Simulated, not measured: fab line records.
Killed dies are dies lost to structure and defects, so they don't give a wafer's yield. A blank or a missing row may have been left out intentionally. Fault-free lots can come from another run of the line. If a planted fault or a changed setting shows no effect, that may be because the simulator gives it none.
8D (eight disciplines) problem report, filled in by code :: flow sky130 :: the parts of the form that need people (team, actions taken, sign-off) are left out

1. THE ISSUE
Across 6 wafers from 2 lots, GATE_OXIDE_TW at SKY_GATE_OXIDE_TW_MEAS_14 averages 200.2, while fault-free wafers read 224.8 with a standard deviation of 1. Relative to the usual mean, that is a shift of -25 standard deviations.
First seen on wafer L949.1, day 17 23:35, on filmMetro-04. The record has a number at this step for 36 wafers belonging to 12 lots. The rule behind "out" and "out of limits": a value lying over 4 standard deviations away from the usual mean. The rest of the wafers with a number are treated as sound.

2. WHAT IT IS, WHAT IT ISN'T
question: which readings at this step
is: GATE_OXIDE_TW
is not: -

question: which lots
is: L949, L953
is not: L941, L943, L944, L946, L947, L952, L961, L962, L963, L964

question: which wafers of those lots
is: all that have a number
is not: -

question: read on which gauges
is: filmMetro-04
is not: filmMetro-01, filmMetro-03

question: when
is: from day 17 23:35
is not: up to then (15 sound wafers); but 15 sound wafers of L952, L961, L962, L963, L964 came after

3. THE SUSPECTS, EACH WITH WHAT RULES IT OUT
Counting: a tool at any process step up to the reading remains a suspect when it ran all the lots that are out and ran no sound lot after the first of those.
- the gauge at SKY_GATE_OXIDE_TW_MEAS_14 has been ruled out. All the wafers that are out were read on filmMetro-04, but those of them that SKY_GATE_OXIDE_IMPLANT_11 has rows for are out there too, on other tools.
- plasmaAsher-04 at SKY_DNWELL_STRIP_08 (strips in O2/N2): kept. Every lot that is out went through it, starting with L949 (day 5 14:28), and after that it ran no sound lot; the last sound lot it ran before then is L946 (day 4 09:07).
- implanter-04 at SKY_GATE_OXIDE_IMPLANT_11: kept. Every lot that is out went through it, starting with L949 (day 17 23:14), and after that it ran no sound lot; the last sound lot it ran before then is L947 (day 16 03:26). Out on those wafers are its own readings of doseIonsCm2, faradayCurrentUA.
What counting leaves: plasmaAsher-04 at SKY_DNWELL_STRIP_08 and implanter-04 at SKY_GATE_OXIDE_IMPLANT_11.

4. THE CAUSE (what the simulator had put in)
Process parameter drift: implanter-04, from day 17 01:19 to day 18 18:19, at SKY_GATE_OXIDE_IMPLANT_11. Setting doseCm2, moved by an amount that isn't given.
This tool is one of the 2 suspects left after counting.

5. SEQUENCE OF EFFECTS, ordered by route
Rows list readings where the struck wafers' mean (over those with a number) sits beyond 3 standard deviations from the usual. Only readings for which the record gives a usual standard deviation are gone through. hours: the time from each lot's start at the first step in this table that gives one to its start at this step, as a median over the lots. sigmas: the change in usual standard deviations.
hours: 0
step: SKY_GATE_OXIDE_IMPLANT_11
reading: doseIonsCm2
usual: 2.5995e+12
on struck wafers: 1.7135e+12
change: -8.8600e+11
sigmas: -99 or more

hours: 0
step: SKY_GATE_OXIDE_IMPLANT_11
reading: faradayCurrentUA
usual: 14.72
on struck wafers: 9.80
change: -4.92
sigmas: -18

hours: 0
step: SKY_GATE_OXIDE_TW_MEAS_14
reading: GATE_OXIDE_TW
usual: 224.8
on struck wafers: 200.2
change: -24.6
sigmas: -25
The process steps in it:
- SKY_GATE_OXIDE_IMPLANT_11
Later measuring or inspecting steps at which every struck wafer that the step has a row for has a number for every such reading, and none has moved that far: SKY_CONTACT_RS_MEAS_25, SKY_CONTACT_THK_MEAS_26.

6. HOW IT WOULD HAVE BEEN CAUGHT EARLIER
The first out-of-limits reading at a measuring or inspecting step in this record came at day 17 23:35, 22 hours after the fault's start at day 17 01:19.
Tool's own readings at SKY_GATE_OXIDE_IMPLANT_11, doseIonsCm2, faradayCurrentUA: out on all struck wafers the step has rows for; an alarm limit on them would have tripped on the first.
Of the lots that are out (2), L953 began SKY_GATE_OXIDE_IMPLANT_11 on implanter-04 after day 17 23:35. Putting the tool on hold at that point would have spared it.
